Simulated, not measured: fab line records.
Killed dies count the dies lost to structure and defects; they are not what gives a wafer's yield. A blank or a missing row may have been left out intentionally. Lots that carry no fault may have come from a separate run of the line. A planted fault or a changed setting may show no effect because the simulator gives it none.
A struck lot beside a sound one	flow gf180mcu	31 out of 602 route steps
Sound: these wafers, L188.3, L188.4, L188.5. Struck: wafers L203.3, L203.4, L203.5. The cause comes at the end.
For every step that has rows: the tool of each side, followed by ch and its chambers, followed by its first start. Under that, the readings that differ: sound wafers	struck wafers	difference of the means	sigmas: that difference in standard deviations of wafers without a fault.
alike: same words and numbers on both sides, and readings whose means sit less than 2 such deviations apart. not compared: any withheld reading, any reading some wafer has no value for, any bound like >300 that may hide the same value, and any number with overlapping values for which the record gives no deviation.
The two part at a step that has a row with sigmas, a row that says differs or no value, or rows on one side only. Numbers that don't overlap but have no deviation are shown without sigmas and don't part them. A reading that every wafer of one side lacks parts them only if that side has two wafers or more.

first, 1 step without rows for these wafers: GF_HV_LDD_CVD_56 (deposits Si3N4 from DCS/NH3, target thk 90 nm, time 1543 s).
GF_HV_LDD_THK_MEAS_57:
  sound on filmMetro-04, day 12 02:13; struck on filmMetro-01, day 17 22:58
  alike: HV_LDD_CVD_56_THK
GF_HV_LDD_ETCHBACK_58: etches Si3N4 in CH3F/O2, stops on SiO2, time 100 s, target depth 90 nm.
  sound on rieDiel-02 ch 0,1,3, day 12 02:16; struck on rieDiel-01 ch 0,2, day 17 23:00
  alike: drypumpMotorCurrentA, oesProductAu, throttleValvePct
  not compared: rfHoursCounterH
then, 7 steps without rows for these wafers: GF_NSD_DEHYDRATE_00 (time 60 s); GF_NSD_HMDS_01 (prime time 60 s); GF_NSD_COAT_02 (resist thk 1000 nm); GF_NSD_SOFTBAKE_03 (time 60 s); GF_NSD_EXPOSE_04 (exposes mask Nplus, target cd 400 nm); GF_NSD_PEB_05; GF_NSD_DEVELOP_06 (develop time 60 s).
GF_NSD_CD_MEAS_07: the cd target is 400 nm.
  sound on cdSem-01, day 12 21:10; struck on cdSem-02, day 18 23:10
  alike: cdNm
GF_NSD_OVL_MEAS_08:
  sound on overlay-01, day 12 21:16; struck on overlay-02, day 18 23:16
  alike: NSD_OVL
GF_NSD_IMPLANT_09:
  sound on implanter-03 ch 0, day 12 21:20; struck on implanter-03 ch 0, day 18 23:20
reading	sound	struck	difference	sigmas
implantIonAmu	75 75 75	31 31 31	-44	
model.implant.rpNm (nm)	36.47 36.47 36.47	72.29 72.29 72.29	+35.82	
model.implant.drpNm (nm)	16.15 16.15 16.15	29.74 29.74 29.74	+13.59	
  alike: doseIonsCm2
after that, 1 step had no rows for these wafers: GF_NSD_IMPLANT_10.
GF_NSD_STRIP_11: strips in O2/N2.
  sound on plasmaAsher-03 ch 0,1, day 12 21:37; struck on plasmaAsher-02 ch 0,1, day 18 23:37
reading	sound	struck	difference	sigmas
oesProductAu (a.u.)	0.491 0.481 0.486	0.456 0.450 0.452	-0.033	-7
stripTimeToEndpointS (s)	22.96 22.94 22.98	26.29 26.35 26.33	+3.36	+93
  alike: drypumpMotorCurrentA, heaterPowerW
  not compared: rfHoursCounterH
GF_NSD_TW_MEAS_12:
  sound on filmMetro-01, day 12 21:42; struck on filmMetro-01, day 19 07:22
reading	sound	struck	difference	sigmas
NSD_TW	4195 4167 4159	4764 4722 4741	+569	+10
  not compared: hold
then, 6 steps without rows for these wafers: GF_PSD_HMDS_01 (prime time 60 s); GF_PSD_COAT_02 (resist thk 1000 nm); GF_PSD_SOFTBAKE_03 (time 60 s); GF_PSD_EXPOSE_04 (exposes mask Pplus, target cd 400 nm); GF_PSD_PEB_05; GF_PSD_DEVELOP_06 (develop time 60 s).
GF_PSD_CD_MEAS_07: the cd target is 400 nm.
  sound on cdSem-01, day 13 16:55; struck on cdSem-02, day 20 00:22
  alike: cdNm
GF_PSD_OVL_MEAS_08:
  sound on overlay-02, day 13 17:01; struck on overlay-01, day 20 00:28
reading	sound	struck	difference	sigmas
PSD_OVL (nm)	2.0 3.7 1.8	-1.7 -1.3 -0.3	-3.6	-3
after that, 1 step had no rows for these wafers: GF_PSD_IMPLANT_09.
GF_PSD_STRIP_10: strips in O2/N2.
  sound on plasmaAsher-01 ch 0,1, day 13 17:13; struck on plasmaAsher-02 ch 0,1, day 20 00:40
  alike: drypumpMotorCurrentA, heaterPowerW, oesProductAu, stripTimeToEndpointS
  not compared: rfHoursCounterH
GF_PSD_TW_MEAS_11:
  sound on filmMetro-02, day 13 17:18; struck on filmMetro-03, day 20 00:46
  alike: PSD_TW
then, 1 step without rows for these wafers: GF_PSD_CLEAN_12 (cleans in SC1/SC2, time 150 s).
GF_PSD_RTA_13: time 20 s.
  sound on rtpAnneal-02 ch 0, day 13 17:25; struck on rtpAnneal-01 ch 0, day 20 00:53
reading	sound	struck	difference	sigmas
lampPowerPct (%)	34.7 34.7 34.7	32.2 32.3 32.2	-2.5	-3
  alike: wafer_temp_C_max
GF_PSD_RS_MEAS_14: a four-point-probe measurement.
  sound on filmMetro-02, day 13 17:31; struck on filmMetro-03, day 20 01:28
reading	sound	struck	difference	sigmas
NSD_RS (ohm/sq)	46.07 46.05 46.17	25.51 25.54 25.55	-20.56	-99 or more
  not compared: hold
after that, 1 step had no rows for these wafers: GF_PASSIVATION_PROBE_99.

== WHERE THEY PART ==
At GF_NSD_STRIP_11 first; at GF_PSD_RS_MEAS_14 last (within this record only).

WHY: what had been put in by the simulator
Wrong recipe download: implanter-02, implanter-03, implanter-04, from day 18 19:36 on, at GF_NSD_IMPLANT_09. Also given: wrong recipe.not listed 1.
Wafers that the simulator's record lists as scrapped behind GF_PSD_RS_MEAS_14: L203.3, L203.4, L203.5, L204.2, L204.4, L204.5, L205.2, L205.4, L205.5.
